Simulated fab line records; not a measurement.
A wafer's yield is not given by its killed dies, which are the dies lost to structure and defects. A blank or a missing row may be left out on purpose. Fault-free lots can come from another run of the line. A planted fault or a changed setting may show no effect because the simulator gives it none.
fab line records | flow sky130
[record] lots = 6 wafers = 18 lastDay = 50
route steps=708 shown CONTACT@413 PAD_OPEN@708
lots that met no fault: taken from a fault-free run of the same line
startH: hours from the record's opening day to when the first of the lot's shown wafers began | waitH: hours elapsed since this lot's preceding step | " as in the row above | L1.1+2: a single row standing in for several wafers | - no value, or no start was given | * or withheld: withheld | < > ~ a bound
route shown NAME@n: names a module that has steps shown in the file, with the first one's number in the route | usual: the fault-free wafers' mean and standard deviation | same: alike in all rows | chamber/n: place in a boat | sites: per-site readings | _std_site: the values' standard deviation | _edge_site: mean of outer sites minus mean of inner sites | radiusMm: for every site, how far away it sits from the centre of the wafer | mask NAME#n: copy n | behind: tool/chamber where the wafer was last shaped | hold: cause of the lot's hold/its duration in hours/its outcome | device: names the non-switching transistor (n, p or np) | end of line: the same wafers' tests at the end of the route | a step without rows: its recipe alone | killed: count of dies lost to structure and defects at first sort (not the wafer's yield) | map: the dies of a wafer, with x for killed, . for not killed, _ for no die there
set.NAME: the setting as run; set.NAME@STEP: as run at that earlier step | model.NAME: the simulator's own value behind a step, which no gauge read
lots at selected steps of the route; one table per step, one row per wafer
services: when a tool's chamber went out of use (startH, in hours from the record's first day, below 0 if earlier), for how many hours, and the reason
[[steps]]
[step SKY_CONTACT_HMDS_07]
[recipe] primeTimeS = 60 primeTempC = 120
[step SKY_CONTACT_COAT_08]
[recipe] resist = BARC tempC = withheld timeS = withheld spinRpm = 3000 resistThkNm = 60
[step SKY_CONTACT_COAT_09]
[recipe] resist = KrF-thick spinRpm = 3000 resistThkNm = 450
[step SKY_CONTACT_SOFTBAKE_10]
[recipe] tempC = 100 timeS = 90 resist = KrF-thick
[step SKY_CONTACT_EXPOSE_11]
[recipe] maskId = CTM1 na = 0.8 sourceShape = annular sigmaInner = 0.55 sigmaOuter = 0.85 targetCdNm = 170 doseMj = 38
[step SKY_CONTACT_PEB_12]
[recipe] pebTempC = withheld pebTimeS = withheld resist = KrF-thick
[step SKY_CONTACT_DEVELOP_13]
[recipe] developTimeS = 60 resist = KrF-thick devTempC = 21
[step SKY_CONTACT_CD_MEAS_14]
[recipe] targetCdNm = 170
[usual] cdNm = 170.1/1.5
// columns lot.wafer tool chamber startH waitH cdNm
L206.2 cdSem-02 - 754.76 - 172.0
L206.5 " - " " 170.8
L206.6 " - " " 170.4
L208.1 cdSem-01 - 768.88 - 172.1
L208.2 " - " " 170.7
L208.6 " - " " 170.8
L216.1 cdSem-01 - 828.89 - 170.4
L216.2 " - " " 168.6
L216.4 " - " " 169.1
L225.2 cdSem-01 - 895.75 - 170.0
L225.3 " - " " 170.5
L225.6 " - " " 169.7
L226.2 cdSem-01 - 898.11 - 171.6
L226.5 " - " " 171.3
L226.6 " - " " 171.4
L227.1 cdSem-01 - 901.73 - 166.4
L227.3 " - " " 167.2
L227.6 " - " " 166.2
[step SKY_CONTACT_OVL_MEAS_15]
[usual] CONTACT_OVL = -2/5.2
// columns lot.wafer tool chamber startH waitH CONTACT_OVL[nm]
L206.2 overlay-01 - 754.86 0.1 -4
L206.5 " - " " 5
L206.6 " - " " 0
L208.1 overlay-01 - 769.00 0.1 -1
L208.2 " - " " -4
L208.6 " - " " -1
L216.1 overlay-02 - 829.01 0.1 -7
L216.2 " - " " -1
L216.4 " - " " -7
L225.2 overlay-01 - 895.86 0.1 2
L225.3 " - " " -7
L225.6 " - " " -9
L226.2 overlay-01 - 898.21 0.1 2
L226.5 " - " " -5
L226.6 " - " " 3
L227.1 overlay-01 - 901.85 0.1 5
L227.3 " - " " -3
L227.6 " - " " -1
[step SKY_CONTACT_ETCH_16]
[recipe] chemistry = N2/H2 target = BARC ionEnergyEv = 200 sourceW = 500 biasW = 100 pressureMtorr = 30 n2FlowSccm = 100 h2FlowSccm = 200 stopOn = SiO2 timeS = 45.9 targetDepthA = 600
[usual] biasW = 100.0/0.33 drypumpMotorCurrentA = 6.0/0.33 oesProductAu = 0.855/0.0047 throttleValvePct = 13.225/0.0092
// columns lot.wafer tool chamber startH waitH biasW drypumpMotorCurrentA oesProductAu rfHoursCounterH throttleValvePct
L206.2 rieDiel-02 0 754.89 0.0 99.8 5.7 0.858 30 13.225
L206.5 " 0 " " 99.7 5.7 0.861 - 13.240
L206.6 " 3 " " 99.6 5.9 0.851 - 13.232
L208.1 rieDiel-01 2 769.04 0.0 99.9 6.0 0.855 0 13.239
L208.2 " 0 " " 100.3 5.7 0.851 24 13.214
L208.6 " 3 " " 100.2 6.5 0.858 - 13.227
L216.1 rieDiel-03 1 829.04 0.0 99.8 5.6 0.845 11 13.228
L216.2 " 3 " " 100.0 6.2 0.848 8 13.231
L216.4 " 0 " " 100.0 6.4 0.849 20 13.237
L225.2 rieDiel-02 0 895.89 0.0 100.1 5.7 0.852 1 13.234
L225.3 " 3 " " 100.0 5.9 0.858 16 13.231
L225.6 " 3 " " 100.2 5.9 0.857 - 13.222
L226.2 rieDiel-01 3 898.24 0.0 100.8 6.5 0.860 3 13.213
L226.5 " 0 " " 99.8 5.7 0.855 - 13.215
L226.6 " 1 " " 99.7 5.5 0.859 - 13.221
L227.1 rieDiel-01 2 901.88 0.0 99.2 6.0 0.849 5 13.219
L227.3 " 0 " " 100.0 5.7 0.855 1 13.210
L227.6 " 0 " " 100.2 5.6 0.849 - 13.218
[step SKY_CONTACT_ETCH_17]
[recipe] target = SiO2 chemistry = C4F8/O2/Ar stopOn = Si3N4 maskMaterial = KrF-thick sourceW = 1500 biasW = 1200 pressureMtorr = 40 c4f8FlowSccm = withheld O2_flow_sccm = 6 Ar_flow_sccm = 300 timeS = withheld targetDepthA = 3400
[usual] biasW = 1200/3.4 oesProductAu = 0.893/0.0042
// columns lot.wafer tool chamber startH waitH biasW oesProductAu
L206.2 rieDiel-02 0 754.94 0.0 1201 0.891
L206.5 " 0 " " 1203 0.899
L206.6 " 3 " " 1200 0.887
L208.1 rieDiel-01 2 769.08 0.0 1203 0.883
L208.2 " 0 " " 1201 0.893
L208.6 " 3 " " 1195 0.893
L216.1 rieDiel-03 1 829.08 0.0 1200 0.889
L216.2 " 3 " " 1201 0.891
L216.4 " 0 " " 1198 0.893
L225.2 rieDiel-02 0 895.93 0.0 1198 0.897
L225.3 " 3 " " 1197 0.893
L225.6 " 3 " " 1203 0.885
L226.2 rieDiel-01 3 898.29 0.0 1196 0.894
L226.5 " 0 " " 1203 0.888
L226.6 " 1 " " 1197 0.893
L227.1 rieDiel-01 2 901.93 0.0 1204 0.892
L227.3 " 0 " " 1201 0.897
L227.6 " 0 " " 1198 0.899
[step SKY_CONTACT_ETCH_18]
[recipe] target = Si3N4 chemistry = CHF3/O2 stopOn = TiN sourceW = 600 biasW = 200 pressureMtorr = 40 chf3FlowSccm = 50 O2_flow_sccm = 5 timeS = 39 targetDepthA = 750
[usual] O2_flow_sccm = 5.002/0.017 biasW = 199.9/0.57 drypumpMotorCurrentA = 6.0/0.33 oesProductAu = 0.854/0.0068 throttleValvePct = 8.793/0.0091
// columns lot.wafer tool chamber startH waitH O2_flow_sccm biasW drypumpMotorCurrentA oesProductAu rfHoursCounterH throttleValvePct
L206.2 rieDiel-02 0 - - 5.009 200.4 5.7 0.850 30 8.796
L206.5 " 0 " " 4.984 200.5 5.7 0.847 - 8.802
L206.6 " 3 " " 4.977 200.5 5.9 0.858 - 8.785
L208.1 rieDiel-01 2 - - 4.981 200.2 6.0 0.848 1 8.784
L208.2 " 0 " " 4.983 199.9 5.7 0.827 24 8.788
L208.6 " 3 " " 4.997 199.9 6.5 0.858 - 8.778
L216.1 rieDiel-03 1 - - 5.003 199.5 5.6 0.849 11 8.792
L216.2 " 3 " " 5.008 199.5 6.2 0.843 8 8.773
L216.4 " 0 " " 4.982 200.0 6.4 0.844 20 8.782
L225.2 rieDiel-02 0 - - 4.969 200.0 5.8 0.844 1 8.807
L225.3 " 3 " " 5.018 199.8 5.9 0.861 16 8.790
L225.6 " 3 " " 5.013 201.1 5.9 0.865 - 8.805
L226.2 rieDiel-01 3 - - 5.020 201.6 6.5 0.847 3 8.801
L226.5 " 0 " " 5.008 200.3 5.7 0.852 - 8.794
L226.6 " 1 " " 4.978 199.6 5.4 0.855 - 8.794
L227.1 rieDiel-01 2 - - 4.999 199.3 6.0 0.848 5 8.787
L227.3 " 0 " " 4.969 199.2 5.7 0.851 1 8.795
L227.6 " 0 " " 4.965 199.6 5.6 0.858 - 8.801
[step SKY_CONTACT_STRIP_19]
[recipe] chemistry = O2/N2 powerW = 1400 pressureMtorr = 1500 platenTempC = withheld o2FlowSccm = 3000 n2FlowSccm = 300 overashFraction = 0.5
[usual] chamberPressureMTorr = 1500.1/1.3 drypumpMotorCurrentA = 5.7/0.33 oesProductAu = 0.381/0.0045 stripTimeToEndpointS = 3.626/0.03
// columns lot.wafer tool chamber startH waitH chamberPressureMTorr drypumpMotorCurrentA oesProductAu rfHoursCounterH stripTimeToEndpointS model.KrF-thick_of_CONTACT_COAT_09.thkNm
L206.2 plasmaAsher-04 0 755.03 - 1501.0 5.9 0.378 1 3.621 0
L206.5 " 1 " " 1499.6 6.2 0.379 - 3.651 0
L206.6 " 0 " " 1501.4 5.9 0.384 - 3.646 0
L208.1 plasmaAsher-04 1 769.17 - 1499.3 6.2 0.383 2 3.612 0
L208.2 " 0 " " 1503.3 5.9 0.383 2 3.595 0
L208.6 " 1 " " 1501.6 6.1 0.376 - 3.622 0
L216.1 plasmaAsher-02 1 829.17 - 1499.9 5.7 0.383 66 3.601 0
L216.2 " 0 " " 1500.4 5.3 0.380 66 3.623 0
L216.4 " 0 " " 1499.5 5.3 0.379 - 3.572 0
L225.2 plasmaAsher-02 0 896.02 - - - - - - 244.8
L225.3 " 1 " " - - - - - 247
L225.6 " 0 " " - - - - - 246.6
L226.2 plasmaAsher-04 0 898.38 - - - - - - 244.4
L226.5 " 1 " " - - - - - 244.7
L226.6 " 0 " " - - - - - 248.2
L227.1 plasmaAsher-01 0 902.02 - 1500.4 5.3 0.372 47 3.616 0
L227.3 " 1 " " 1501.1 5.6 0.380 - 3.612 0
L227.6 " 1 " " 1500.3 5.6 0.375 - 3.638 0
[step SKY_CONTACT_STRIP_20]
[recipe] chemistry = postEtchResidueRemover timeS = 1200 tempC = 72.5
[step SKY_PAD_OPEN_PROBE_99]
[usual] killed_at_M0_to_M3 = 43/7 killed_at_M4_up = 3.1/2 killedAtContacts = 24/5.3 killedAtFrontEnd = 15/4.2 killedAtOther = 0.4/0.66 killedDies = 86/9.5 killedOnRim = 17/3.9 killedOpen = 47/7.4 killedShort = 38/6.2
[same] grossDies = 492 killedAtBackSide = 0
// columns lot.wafer tool chamber startH waitH killed_at_M0_to_M3 killed_at_M4_up killedAtContacts killedAtFrontEnd killedAtOther killedDies killedOnRim killedOpen killedShort
L208.1 prober-02 - 1101.70 0.1 39 4 23 15 0 81 12 36 44
L208.2 prober-02 - 1101.75 0.1 38 2 24 21 0 85 14 52 33
L208.6 prober-02 - 1101.95 0.2 33 2 20 20 1 76 15 42 34
L225.2 prober-01 - 1190.73 0.1 43 3 427 19 0 492 96 49 34
L225.3 prober-01 - 1190.78 0.2 44 0 432 16 0 492 96 53 36
L225.6 prober-01 - 1190.93 0.2 58 3 420 11 0 492 96 39 47
L226.2 prober-02 - 1193.57 0.1 35 2 446 9 0 492 96 33 33
L226.5 prober-02 - 1193.72 0.2 44 1 428 19 0 492 96 55 35
L226.6 prober-02 - 1193.77 0.2 43 6 426 17 0 492 96 60 28
L227.1 prober-01 - 1194.81 0.1 43 4 29 14 0 90 18 49 41
L227.3 prober-01 - 1194.91 0.2 28 9 21 28 0 86 16 51 34
L227.6 prober-01 - 1195.06 0.2 26 3 24 16 1 70 17 48 22
// killed by level:class
L208.1 CONTACT:geometricParticle:open=7 VIA1:geometricParticle:open=7 VIA3:geometricParticle:open=6 LI_CONTACT:geometricParticle:open=5 POLY_GATE:geometricParticle:short=5 LOCAL_INTERCONNECT:geometricParticle:short=5 VIA2:geometricParticle:open=5 VIA3:geometricParticle:short=5
L208.2 VIA1:geometricParticle:open=14 CONTACT:geometricParticle:open=9 LI_CONTACT:geometricParticle:open=7 METAL2:geometricParticle:short=7 VIA1:geometricParticle:short=6 POLY_GATE:geometricParticle:open=5 VIA3:geometricParticle:open=5 FIELD_ISO:geometricParticle:short=4
L208.6 VIA1:geometricParticle:open=14 POLY_GATE:geometricParticle:open=7 CONTACT:geometricParticle:open=7 CONTACT:geometricParticle:short=6 FIELD_ISO:geometricParticle:short=5 METAL2:geometricParticle:short=4 POLY_GATE:geometricParticle:short=4 LI_CONTACT:geometricParticle:open=4
L225.2 CONTACT:areaSputter=409 VIA1:geometricParticle:open=14 LI_CONTACT:geometricParticle:open=8 CONTACT:geometricParticle:open=7 FIELD_ISO:geometricParticle:open=6 POLY_GATE:geometricParticle:short=6 METAL1:geometricParticle:short=6 VIA3:geometricParticle:short=5
L225.3 CONTACT:areaSputter=403 VIA1:geometricParticle:open=14 CONTACT:geometricParticle:open=12 LI_CONTACT:geometricParticle:open=6 VIA2:geometricParticle:open=6 CONTACT:geometricParticle:short=6 METAL1:geometricParticle:short=6 VIA1:geometricParticle:short=4
L225.6 CONTACT:areaSputter=406 VIA2:geometricParticle:open=11 VIA1:geometricParticle:open=10 METAL1:geometricParticle:short=10 CONTACT:geometricParticle:open=9 METAL2:geometricParticle:short=8 VIA2:geometricParticle:short=6 FIELD_ISO:geometricParticle:short=4
L226.2 CONTACT:areaSputter=426 VIA1:geometricParticle:open=10 LI_CONTACT:geometricParticle:open=6 METAL2:geometricParticle:short=6 VIA3:geometricParticle:open=6 LOCAL_INTERCONNECT:geometricParticle:short=5 FIELD_ISO:geometricParticle:short=4 CONTACT:geometricParticle:short=4
L226.5 CONTACT:areaSputter=402 CONTACT:geometricParticle:open=11 VIA3:geometricParticle:open=10 LI_CONTACT:geometricParticle:open=8 VIA2:geometricParticle:open=7 FIELD_ISO:geometricParticle:open=6 LI_CONTACT:geometricParticle:short=5 METAL2:geometricParticle:short=5
L226.6 CONTACT:areaSputter=404 VIA1:geometricParticle:open=12 LI_CONTACT:geometricParticle:open=10 CONTACT:geometricParticle:open=10 METAL2:geometricParticle:short=7 FIELD_ISO:geometricParticle:open=5 VIA3:geometricParticle:open=5 VIA2:geometricParticle:open=4
L227.1 LI_CONTACT:geometricParticle:open=11 VIA1:geometricParticle:open=9 METAL2:geometricParticle:short=8 LOCAL_INTERCONNECT:geometricParticle:short=6 VIA2:geometricParticle:open=6 CONTACT:geometricParticle:short=5 CONTACT:geometricParticle:open=5 VIA3:geometricParticle:open=5
L227.3 FIELD_ISO:geometricParticle:open=8 VIA1:geometricParticle:open=8 POLY_GATE:geometricParticle:short=7 CONTACT:geometricParticle:open=7 LI_CONTACT:geometricParticle:open=6 METAL4:geometricParticle:short=5 POLY_GATE:geometricParticle:open=4 LI_CONTACT:geometricParticle:short=4
L227.6 LI_CONTACT:geometricParticle:open=9 CONTACT:geometricParticle:open=8 FIELD_ISO:geometricParticle:open=6 POLY_GATE:geometricParticle:short=5 VIA2:geometricParticle:open=5 VIA1:geometricParticle:open=5 POLY_GATE:geometricParticle:open=4 VIA1:geometricParticle:short=4
// map L225.2 (x killed, . not)
__________xxxxxxxxxx_________
________xxxxxxxxxxxxxx_______
______xxxxxxxxxxxxxxxxxx_____
_____xxxxxxxxxxxxxxxxxxxx____
____xxxxxxxxxxxxxxxxxxxxxx___
___xxxxxxxxxxxxxxxxxxxxxxxx__
__xxxxxxxxxxxxxxxxxxxxxxxxxx_
_xxxxxxxxxxxxxxxxxxxxxxxxxxxx
_xxxxxxxxxxxxxxxxxxxxxxxxxxxx
_xxxxxxxxxxxxxxxxxxxxxxxxxxxx
_xxxxxxxxxxxxxxxxxxxxxxxxxxxx
_xxxxxxxxxxxxxxxxxxxxxxxxxxxx
_xxxxxxxxxxxxxxxxxxxxxxxxxxxx
_xxxxxxxxxxxxxxxxxxxxxxxxxxxx
_xxxxxxxxxxxxxxxxxxxxxxxxxxxx
__xxxxxxxxxxxxxxxxxxxxxxxxxx_
___xxxxxxxxxxxxxxxxxxxxxxxx__
____xxxxxxxxxxxxxxxxxxxxxx___
_____xxxxxxxxxxxxxxxxxxxx____
______xxxxxxxxxxxxxxxxxx_____
________xxxxxxxxxxxxxx_______
__________xxxxxxxxxx_________
// map L226.2 (x killed, . not)
__________xxxxxxxxxx_________
________xxxxxxxxxxxxxx_______
______xxxxxxxxxxxxxxxxxx_____
_____xxxxxxxxxxxxxxxxxxxx____
____xxxxxxxxxxxxxxxxxxxxxx___
___xxxxxxxxxxxxxxxxxxxxxxxx__
__xxxxxxxxxxxxxxxxxxxxxxxxxx_
_xxxxxxxxxxxxxxxxxxxxxxxxxxxx
_xxxxxxxxxxxxxxxxxxxxxxxxxxxx
_xxxxxxxxxxxxxxxxxxxxxxxxxxxx
_xxxxxxxxxxxxxxxxxxxxxxxxxxxx
_xxxxxxxxxxxxxxxxxxxxxxxxxxxx
_xxxxxxxxxxxxxxxxxxxxxxxxxxxx
_xxxxxxxxxxxxxxxxxxxxxxxxxxxx
_xxxxxxxxxxxxxxxxxxxxxxxxxxxx
__xxxxxxxxxxxxxxxxxxxxxxxxxx_
___xxxxxxxxxxxxxxxxxxxxxxxx__
____xxxxxxxxxxxxxxxxxxxxxx___
_____xxxxxxxxxxxxxxxxxxxx____
______xxxxxxxxxxxxxxxxxx_____
________xxxxxxxxxxxxxx_______
__________xxxxxxxxxx_________
[[services]]
// columns tool chamber startH hours kind
rieDiel-01 2 731.52 - clean
rieDiel-01 2 731.52 14.7 scheduledDown
rieDiel-01 2 731.52 14.7 ventCycle
plasmaAsher-04 - 733.75 9.0 pm
rieDiel-02 0 737.60 8.1 repair
rieDiel-01 - 755.00 0.5 repair
rieDiel-02 1 758.74 11.3 repair
rieDiel-03 1 788.56 5.6 repair
plasmaAsher-02 - 791.74 2.6 repair
rieDiel-02 2 796.98 5.3 repair
rieDiel-01 3 810.70 - clean
rieDiel-01 3 810.70 21.0 scheduledDown
rieDiel-01 3 810.70 21.0 ventCycle
plasmaAsher-04 - 817.18 5.9 repair
plasmaAsher-01 - 818.40 0.4 repair
plasmaAsher-02 - 837.56 14.6 pm
rieDiel-02 0 843.50 6.7 repair
plasmaAsher-02 - 859.10 0.8 repair
rieDiel-03 2 861.14 5.7 repair
rieDiel-01 0 866.33 - clean
rieDiel-01 0 866.33 15.7 scheduledDown
plasmaAsher-01 - 883.40 2.1 repair
plasmaAsher-02 - 884.87 1.1 repair
rieDiel-02 1 890.49 2.4 repair
[[key]]
[firstSign] step = SKY_CONTACT_STRIP_19 reading = toolRecord direction = missing
[effect] step = SKY_PAD_OPEN_PROBE_99 reading = killedAtContacts direction = up sigmas = 76 usual = 24 struck = 430
[modelEffect] step = SKY_CONTACT_STRIP_19 value = KrF-thick_of_CONTACT_COAT_09.thkNm without = 0 struck = 245.9
[moreKillsBornAt] SKY_CONTACT_SPUTTER_23@pvdSputter-02 = 1232 SKY_CONTACT_SPUTTER_23@pvdSputter-04 = 1218
metAt SKY_CONTACT_STRIP_19
struckWafers L225.2,L225.3,L225.6,L226.2,L226.5,L226.6
laterRowsLeftOut L225.2,L225.3,L225.6,L226.2,L226.5,L226.6
testerLeftOut L225,L226
onsetBetween 829.17 896.02
[fault] kind = skippedStepWhole tool = plasmaAsher-02,plasmaAsher-04 chamber = - onsetH = 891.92 steps = SKY_CONTACT_STRIP_19 scope = struckLotsOnly
// testerLeftOut: of these lots the tester's yield and bins aren't shown, on N5 and GAA mostly nor the transistor test; their killed dies are dies lost to structure and defects alone, not to doping, threshold or leakage, so they don't give the yield
// laterRowsLeftOut: the simulator's readings of these wafers behind a module that went badly wrong aren't trusted and aren't shown, but for the sort
